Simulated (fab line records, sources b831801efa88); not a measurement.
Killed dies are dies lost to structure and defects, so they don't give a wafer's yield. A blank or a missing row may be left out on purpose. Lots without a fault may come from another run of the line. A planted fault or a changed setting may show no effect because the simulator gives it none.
A struck lot beside a sound one | flow gf180mcu | 19 steps out of a route of 602
Sound: wafers L862.3, L862.4, L862.6. Struck: wafer L869.4. (L869.2, L869.5 of the same lot were not struck and are left out.) The cause comes at the end.
At each step with rows: each side's tool, then ch and its chambers, then its first start. Under that, the readings that differ: sound wafers | struck wafers | difference of the means | sigmas: that difference in standard deviations of wafers without a fault.
alike: readings whose means differ by less than 2 such deviations, and words and numbers that are the same on both sides. not compared: withheld readings, readings that some wafer has no value for, bounds like >300 that may hide the same value, and numbers for which the record gives no deviation and whose values overlap.
The two part at a step that has a row with sigmas, a row that says differs or no value, or rows on one side only. Numbers that don't overlap but have no deviation are shown without sigmas and don't part them. A reading that every wafer of one side lacks parts them only if that side has two wafers or more.

GF_CONTACT_CMP_27: polishes, stops on SiO2, t overpolish 15 s, target thk 0 nm.
  sound on cmp-01 ch 0,1,3, day 16 12:39; struck on cmp-02 ch 3, day 19 09:36
  reading             | sound          | struck | difference | sigmas
  motor_current_A (A) | 11.7 13.2 12.5 | 10.0   | -2.5       | -2
  alike: edge_zone_pressure_frac, overpolish_run_s, slurry_flow_ml_min, time_to_endpoint_s
GF_M1_SPUTTER_00: material Ti, target thk 37.5 nm, time 150 s.
  sound on pvd_sputter-01, day 16 12:57; struck on pvd_sputter-01, day 19 09:51
  alike: throttle_valve_pct
GF_M1_SPUTTER_01: material TiN, target thk 30 nm, time 25 s.
  sound on pvd_sputter-01, day 16 13:03; struck on pvd_sputter-01, day 19 09:57
  alike: throttle_valve_pct
GF_M1_SPUTTER_02: material AlCu, target thk 450 nm, time 23.9 s.
  sound on pvd_sputter-01, day 16 13:05; struck on pvd_sputter-01, day 19 09:59
  alike: throttle_valve_pct
GF_M1_SPUTTER_03: material Ti, target thk 10 nm, time 6.7 s.
  sound on pvd_sputter-01, day 16 13:07; struck on pvd_sputter-01, day 19 10:01
  alike: throttle_valve_pct
then, 1 step without rows for these wafers: GF_M1_SPUTTER_04 (material TiN, target thk 50 nm, time 41.7 s).
GF_M1_RS_MEAS_05: measures by four-point-probe.
  sound on film_metro-01, day 16 13:13; struck on film_metro-04, day 19 10:06
  alike: M1_ALCU_RS
GF_M1_THK_MEAS_06: measures by xrf.
  sound on film_metro-01, day 16 13:19; struck on film_metro-04, day 19 10:13
  alike: M1_ALCU_THK
then, 4 steps without rows for these wafers: GF_M1_DEHYDRATE_07 (time 60 s); GF_M1_HMDS_08 (prime time 60 s); GF_M1_COAT_09 (resist thk 1000 nm); GF_M1_SOFTBAKE_10 (time 60 s).
GF_M1_EXPOSE_11: exposes mask Metal1, target cd 230 nm.
  sound on krf_scanner-02 ch 0, day 17 00:34; struck on krf_scanner-02 ch 0, day 19 22:12
  alike: mask
then, 2 steps without rows for these wafers: GF_M1_PEB_12 (peb time 90 s); GF_M1_DEVELOP_13 (develop time 60 s).
GF_M1_CD_MEAS_14: target cd 230 nm.
  sound on cd_sem-01, day 17 11:57; struck on cd_sem-02, day 20 10:37
  reading    | sound             | struck | difference | sigmas
  cd_nm (nm) | 229.0 229.1 230.3 | 119.8  | -109.7     | -99 or more
  not compared: hold
GF_M1_OVL_MEAS_15:
  sound on overlay-01, day 17 12:02; struck on overlay-02, day 20 14:13
  reading | sound | struck                   | difference                   | sigmas
  hold    | - - - | await_dispo/3.5h/release | no value on the sound wafers |
  alike: M1_OVL
GF_M1_METAL_ETCH_16: etches the open film in Cl2/BCl3, stops on SiO2, target depth 627.5 nm, time 104.6 s.
  sound on rie_metal-04 ch 0,1, day 17 12:06; struck on rie_metal-04 ch 0, day 20 14:17
  reading             | sound             | struck | difference | sigmas
  rf_fwd_power_W (W)  | 792.7 800.3 797.8 | 790.9  | -6.0       | -2
  model.M1.cd_nm (nm) | 231.3 230.3 233.5 | 118.4  | -113.3     |
  alike: chamber_pressure_mTorr, drypump_motor_current_A, oes_product_au, throttle_valve_pct
  not compared: rf_hours_counter_h
then, 1 step without rows for these wafers: GF_M1_STRIP_17 (strips in O2/N2).

WHERE THEY PART
First at GF_CONTACT_CMP_27; last, within this record, at GF_M1_METAL_ETCH_16.

WHY: what the simulator had put in
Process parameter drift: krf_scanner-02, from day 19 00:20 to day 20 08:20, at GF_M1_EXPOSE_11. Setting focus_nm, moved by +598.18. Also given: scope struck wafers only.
